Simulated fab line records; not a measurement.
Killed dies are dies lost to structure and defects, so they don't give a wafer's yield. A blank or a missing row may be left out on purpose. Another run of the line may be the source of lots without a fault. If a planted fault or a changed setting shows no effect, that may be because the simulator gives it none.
Which tool did it? || flow sky130 || 18 wafers from 6 lots sampled at 2 of the route's 708 steps

## WHAT EACH GAUGE READ, for each wafer
SKY_VT_ADJUST_PCH_TW_MEAS_10.
{"lot": "L575", "measured": "day 10 23:04", "on": "film-metro-04", "VT_ADJUST_PCH_TW": "143.1 143.0 142.7"}
{"lot": "L578", "measured": "day 11 22:29", "on": "film-metro-04", "VT_ADJUST_PCH_TW": "142.7 142.3 142.5"}
{"lot": "L580", "measured": "day 12 11:41", "on": "film-metro-03", "VT_ADJUST_PCH_TW": "142.9 142.2 142.7"}
{"lot": "L583", "measured": "day 13 13:28", "on": "film-metro-04", "VT_ADJUST_PCH_TW": "143.3 142.9 142.6"}
{"lot": "L585", "measured": "day 14 07:05", "on": "film-metro-03", "VT_ADJUST_PCH_TW": "142.1 143.4 142.9"}
{"lot": "L589", "measured": "day 15 17:16", "on": "film-metro-04", "VT_ADJUST_PCH_TW": "144.7 146.0 145.1"}

## WHAT TOOL EACH LOT RAN ON (gives the tool, then ch and the chambers of the sampled wafers, and finally the start)
{"lot": "L575", "SKY_VT_ADJUST_PCH_IMPLANT_08": "implanter-01 ch 0, day 10 22:49"}
{"lot": "L578", "SKY_VT_ADJUST_PCH_IMPLANT_08": "implanter-03 ch 0, day 11 22:15"}
{"lot": "L580", "SKY_VT_ADJUST_PCH_IMPLANT_08": "implanter-03 ch 0, day 12 11:26"}
{"lot": "L583", "SKY_VT_ADJUST_PCH_IMPLANT_08": "implanter-01 ch 0, day 13 13:13"}
{"lot": "L585", "SKY_VT_ADJUST_PCH_IMPLANT_08": "implanter-03 ch 0, day 14 06:52"}
{"lot": "L589", "SKY_VT_ADJUST_PCH_IMPLANT_08": "implanter-03 ch 0, day 15 17:01"}
- SKY_VT_ADJUST_PCH_IMPLANT_08

## THE ANSWER, worked out from the rows above alone
Rule: usual is defined by the lots themselves. Put in order of their means at a reading, lots are off if they are a third of the lots or fewer, leave a main group of 4 or more, and stand apart from it by a gap of 3 or more times the standard deviation of the main group's means; of several such gaps the widest counts. A main group whose means are all the same, to the digits that the tables above print for the reading, isn't used. Also off: a lot with no number at a reading for which 4 or more lots have one. Where the step has rows for the other lots, those lots are counted as sound.
Off: at SKY_VT_ADJUST_PCH_TW_MEAS_10 (VT_ADJUST_PCH_TW), L589. The main group has a mean of 142.8 with a standard deviation of 0.18.
A tool fits if, at a process step before that reading, it ran every lot that is off, and no sound lot after the first of them. Those tools and the gauges at SKY_VT_ADJUST_PCH_TW_MEAS_10 are tried in the same way. Can't be told from this: 2 tools fit, implanter-03 at SKY_VT_ADJUST_PCH_IMPLANT_08, film-metro-04 at SKY_VT_ADJUST_PCH_TW_MEAS_10.

## WHAT THE SIMULATOR PUT IN
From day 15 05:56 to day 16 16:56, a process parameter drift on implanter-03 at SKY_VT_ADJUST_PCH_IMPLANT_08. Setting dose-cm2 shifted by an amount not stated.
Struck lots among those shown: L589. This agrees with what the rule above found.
